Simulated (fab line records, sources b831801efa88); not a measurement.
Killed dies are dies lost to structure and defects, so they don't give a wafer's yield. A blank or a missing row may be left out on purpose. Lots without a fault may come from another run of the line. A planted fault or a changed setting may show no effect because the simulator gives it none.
A struck lot beside a sound one | flow sky130 | 32 steps out of a route of 708
Sound: wafers L172.1, L172.3, L172.5. Struck: wafers L165.1, L165.2, L165.5. The cause comes at the end.
At each step with rows: each side's tool, then ch and its chambers, then its first start. Under that, the readings that differ: sound wafers | struck wafers | difference of the means | sigmas: that difference in standard deviations of wafers without a fault.
alike: readings whose means differ by less than 2 such deviations, and words and numbers that are the same on both sides. not compared: withheld readings, readings that some wafer has no value for, bounds like >300 that may hide the same value, and numbers for which the record gives no deviation and whose values overlap.
The two part at a step that has a row with sigmas, a row that says differs or no value, or rows on one side only. Numbers that don't overlap but have no deviation are shown without sigmas and don't part them. A reading that every wafer of one side lacks parts them only if that side has two wafers or more.

SKY_PWDE_OVL_MEAS_07:
  sound on overlay-01, day 6 07:22; struck on overlay-02, day 4 06:46
  alike: PWDE_OVL
then, 1 step without rows for these wafers: SKY_PWDE_IMPLANT_08.
SKY_PWDE_STRIP_09: strips in O2/N2.
  sound on plasma_asher-02 ch 0,1, day 6 07:32; struck on plasma_asher-02 ch 0,1, day 4 06:56
  alike: chamber_pressure_mTorr, drypump_motor_current_A, oes_product_au, strip_time_to_endpoint_s
  not compared: rf_hours_counter_h
SKY_PWDE_TW_MEAS_10:
  sound on film_metro-02, day 6 07:38; struck on film_metro-01, day 4 07:02
  alike: PWDE_TW
then, 7 steps without rows for these wafers: SKY_NWELL_DEHYDRATE_03 (time 60 s); SKY_NWELL_HMDS_04 (prime time 60 s); SKY_NWELL_COAT_05 (resist thk 3000 nm); SKY_NWELL_SOFTBAKE_06; SKY_NWELL_EXPOSE_07 (exposes mask NWM, target cd 840 nm); SKY_NWELL_PEB_08; SKY_NWELL_DEVELOP_09 (develop time 60 s).
SKY_NWELL_OVL_MEAS_10:
  sound on overlay-01, day 7 03:07; struck on overlay-01, day 4 22:55
  alike: NWELL_00_OVL
SKY_NWELL_IMPLANT_11:
  sound on implanter-04 ch 0, day 7 03:08; struck on implanter-02 ch 0, day 4 22:56
  reading                   | sound                | struck               | difference | sigmas
  beam_energy_keV           | 400.06 400.11 399.99 | 282.57 282.42 282.40 | -117.59    | -99 or more
  model.implant.rp_nm (nm)  | 495.5 495.5 495.5    | 358.4 358.4 358.4    | -137.1     |
  model.implant.drp_nm (nm) | 116.9 116.9 116.9    | 97.92 97.92 97.92    | -18.98     |
then, 2 steps without rows for these wafers: SKY_NWELL_IMPLANT_12; SKY_NWELL_IMPLANT_13.
SKY_NWELL_STRIP_14: strips in O2/N2.
  sound on plasma_asher-04 ch 0, day 7 03:35; struck on plasma_asher-03 ch 0,1, day 4 23:23
  alike: chamber_pressure_mTorr, drypump_motor_current_A, oes_product_au, strip_time_to_endpoint_s
  not compared: rf_hours_counter_h
SKY_NWELL_TW_MEAS_15:
  sound on film_metro-02, day 7 03:41; struck on film_metro-01, day 4 23:29
  reading  | sound          | struck         | difference | sigmas
  NWELL_TW | 1808 1808 1801 | 1748 1730 1728 | -70        | -3
then, 7 steps without rows for these wafers: SKY_NWELL_DEHYDRATE_16 (time 60 s); SKY_NWELL_HMDS_17 (prime time 60 s); SKY_NWELL_COAT_18 (resist thk 3000 nm); SKY_NWELL_SOFTBAKE_19; SKY_NWELL_EXPOSE_20 (exposes mask NWM COMPLEMENT, target cd 840 nm); SKY_NWELL_PEB_21; SKY_NWELL_DEVELOP_22 (develop time 60 s).
SKY_NWELL_OVL_MEAS_23:
  sound on overlay-02, day 7 22:46; struck on overlay-01, day 5 16:52
  alike: NWELL_01_OVL
then, 1 step without rows for these wafers: SKY_NWELL_IMPLANT_24.
SKY_NWELL_STRIP_25: strips in O2/N2.
  sound on plasma_asher-02 ch 0,1, day 7 22:57; struck on plasma_asher-03 ch 0,1, day 5 17:02
  alike: chamber_pressure_mTorr, drypump_motor_current_A, oes_product_au, strip_time_to_endpoint_s
  not compared: rf_hours_counter_h
SKY_NWELL_TW_MEAS_26:
  sound on film_metro-04, day 7 23:03; struck on film_metro-01, day 5 17:08
  alike: NWELL_2_TW
then, 1 step without rows for these wafers: SKY_NWELL_CLEAN_27 (cleans in SC1/SC2, time 150 s).
SKY_NWELL_RTA_28: time 30 s.
  sound on rtp_anneal-02 ch 0, day 7 23:10; struck on rtp_anneal-01 ch 0, day 5 17:15
  alike: anneal_temp_c_max, lamp_power_pct, wafer_temp_C_max
SKY_NWELL_RS_MEAS_29: measures by four-point-probe.
  sound on film_metro-01, day 7 23:16; struck on film_metro-04, day 5 17:21
  reading           | sound             | struck            | difference | sigmas
  NWELL_RS (ohm/sq) | 623.4 624.3 625.9 | 683.9 685.0 682.4 | +59.2      | +39
-- the record jumps here: 40 days lie between the struck wafers' starts before and after (it left off in module NWELL and takes up again in module PAD_OPEN, whose first step shown is number 708 of the route) --
SKY_PAD_OPEN_PROBE_99:
  sound on prober-02, day 48 17:55; struck on prober-02, day 46 04:29
  reading                                | sound                         | struck                        | difference | sigmas
  model.etest.res_nwell.line_ohm_um      | 1100 1108 1146                | 3981 4230 4298                | +3052      |
  model.etest.nfet_16v.r_on_ohm_um       | 1.412e+04 1.417e+04 1.422e+04 | 1.665e+04 1.688e+04 1.687e+04 | +2.630e+03 |
  model.etest.pfet_16v.r_on_ohm_um       | 1.493e+04 1.48e+04 1.498e+04  | 1.728e+04 1.734e+04 1.735e+04 | +2.420e+03 |
  model.etest.res_nwell.rs_ohm_sq        | 930.9 921.8 943.7             | 2921 3061 3108                | +2098      |
  model.etest.pfet_g5v0d10v5.r_on_ohm_um | 4750 4744 4731                | 5197 5198 5240                | +470       |
  model.etest.tip_p_5v.rs_ohm_sq         | 2859 2859 2838                | 3337 3376 3338                | +498       |
  model.etest.tip_p.rs_ohm_sq            | 6793 6747 6831                | 7345 7324 7366                | +555       |
  model.etest.pfet_01v8.r_on_ohm_um      | 2798 2850 2855                | 2976 2988 3061                | +174       |
  alike: killed_at_M0_to_M3, killed_at_M4_up, killed_at_contacts, killed_at_front_end, killed_at_other, killed_dies, killed_open, killed_short

WHERE THEY PART
First at SKY_NWELL_IMPLANT_11; last, within this record, at SKY_NWELL_RS_MEAS_29. Later steps at which nothing parts them and some readings are alike: SKY_PAD_OPEN_PROBE_99.

WHY: what the simulator had put in
Process parameter drift: implanter-02, from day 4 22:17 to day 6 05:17, at SKY_NWELL_IMPLANT_11. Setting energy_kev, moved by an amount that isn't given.
